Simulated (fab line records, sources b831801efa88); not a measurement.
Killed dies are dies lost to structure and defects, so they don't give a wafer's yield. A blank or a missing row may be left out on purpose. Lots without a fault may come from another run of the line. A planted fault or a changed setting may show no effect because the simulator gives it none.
A struck lot beside a sound one | flow sky130 | 17 steps out of a route of 708
Sound: wafers L981.1, L981.2, L981.5. Struck: wafer L983.6. (L983.1, L983.2 of the same lot were not struck and are left out.) The cause comes at the end.
At each step with rows: each side's tool, then ch and its chambers, then its first start. Under that, the readings that differ: sound wafers | struck wafers | difference of the means | sigmas: that difference in standard deviations of wafers without a fault.
alike: readings whose means differ by less than 2 such deviations, and words and numbers that are the same on both sides. not compared: withheld readings, readings that some wafer has no value for, bounds like >300 that may hide the same value, and numbers for which the record gives no deviation and whose values overlap.
The two part at a step that has a row with sigmas, a row that says differs or no value, or rows on one side only. Numbers that don't overlap but have no deviation are shown without sigmas and don't part them. A reading that every wafer of one side lacks parts them only if that side has two wafers or more.

first, 1 step without rows for these wafers: SKY_POLY_GATE_CVD_03 (deposits Si3N4 from DCS/NH3, target thk 75 nm, time 1290 s).
SKY_POLY_GATE_THK_MEAS_04:
  sound on film_metro-01, day 16 14:50; struck on film_metro-03, day 17 07:34
  alike: POLY_GATE_CVD_03_THK
then, 8 steps without rows for these wafers: SKY_POLY_GATE_DEHYDRATE_05 (time 60 s); SKY_POLY_GATE_HMDS_06 (prime time 60 s); SKY_POLY_GATE_COAT_07 (resist thk 110 nm); SKY_POLY_GATE_COAT_08 (resist thk 450 nm); SKY_POLY_GATE_SOFTBAKE_09 (time 90 s); SKY_POLY_GATE_EXPOSE_10 (exposes mask P1M, target cd 150 nm); SKY_POLY_GATE_PEB_11; SKY_POLY_GATE_DEVELOP_12 (develop time 60 s).
SKY_POLY_GATE_CD_MEAS_13: target cd 150 nm.
  sound on cd_sem-02, day 17 20:14; struck on cd_sem-02, day 18 13:16
  alike: cd_nm
SKY_POLY_GATE_OVL_MEAS_14:
  sound on overlay-02, day 17 20:21; struck on overlay-01, day 18 13:23
  alike: POLY_GATE_OVL
SKY_POLY_GATE_ETCH_15: etches BARC in N2/H2, stops on SiO2, time 118.5 s, target depth 110 nm.
  sound on rie_diel-04 ch 0,2, day 17 20:23; struck on rie_diel-04 ch 0, day 18 13:26
  reading                                          | sound               | struck | difference | sigmas
  bias_w (W)                                       | 100.10 100.31 99.70 | 81.07  | -18.97     | -68
  model.KrF-thick_of_POLY_GATE_COAT_08.thk_nm (nm) | 342.3 343.7 343.2   | 349    | +6         |
  alike: drypump_motor_current_A, oes_product_au, throttle_valve_pct
  not compared: rf_hours_counter_h
SKY_POLY_GATE_ETCH_16: etches Si3N4 in CH3F/O2, stops on poly-Si, time 147.5 s, target depth 75 nm.
  sound on rie_diel-04 ch 0,2, day 17 20:28; struck on rie_diel-04 ch 0, day 18 13:31
  alike: bias_w, drypump_motor_current_A, oes_product_au, throttle_valve_pct
  not compared: rf_hours_counter_h
SKY_POLY_GATE_ETCH_17: etches poly-Si in HBr/Cl2, stops on SiO2, target depth 180 nm, time 70.5 s.
  sound on rie_si-02 ch 2,3, day 17 20:34; struck on rie_si-01 ch 0, day 18 13:37
  reading                                          | sound             | struck | difference | sigmas
  model.KrF-thick_of_POLY_GATE_COAT_08.thk_nm (nm) | 138.1 139.2 135.1 | 146.8  | +9.3       |
  alike: bias_w, drypump_motor_current_A, oes_product_au, throttle_valve_pct
  not compared: rf_hours_counter_h
SKY_POLY_GATE_STRIP_18: strips in O2/N2.
  sound on plasma_asher-04 ch 0,1, day 17 20:37; struck on plasma_asher-03 ch 0, day 18 13:40
  reading                      | sound          | struck | difference | sigmas
  drypump_motor_current_A (A)  | 6.7 6.2 6.2    | 5.2    | -1.2       | -2
  strip_time_to_endpoint_s (s) | 3.15 3.15 3.11 | 3.24   | +0.10      | +3
  alike: oes_product_au
  not compared: rf_hours_counter_h
-- the record jumps here: 29 days lie between the struck wafers' starts before and after (it left off in module POLY_GATE and takes up again in module PAD_OPEN, whose first step shown is number 708 of the route) --
SKY_PAD_OPEN_PROBE_99:
  the record has rows for the struck wafers here (prober-02, day 47 04:13) and none for the sound ones

WHERE THEY PART
First at SKY_POLY_GATE_ETCH_15; last, within this record, at SKY_PAD_OPEN_PROBE_99.

WHY: what the simulator had put in
Process parameter drift: rie_diel-04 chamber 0, from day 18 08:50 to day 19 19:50, at SKY_POLY_GATE_ETCH_15. Setting bias_w, moved by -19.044, from 100. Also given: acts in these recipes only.
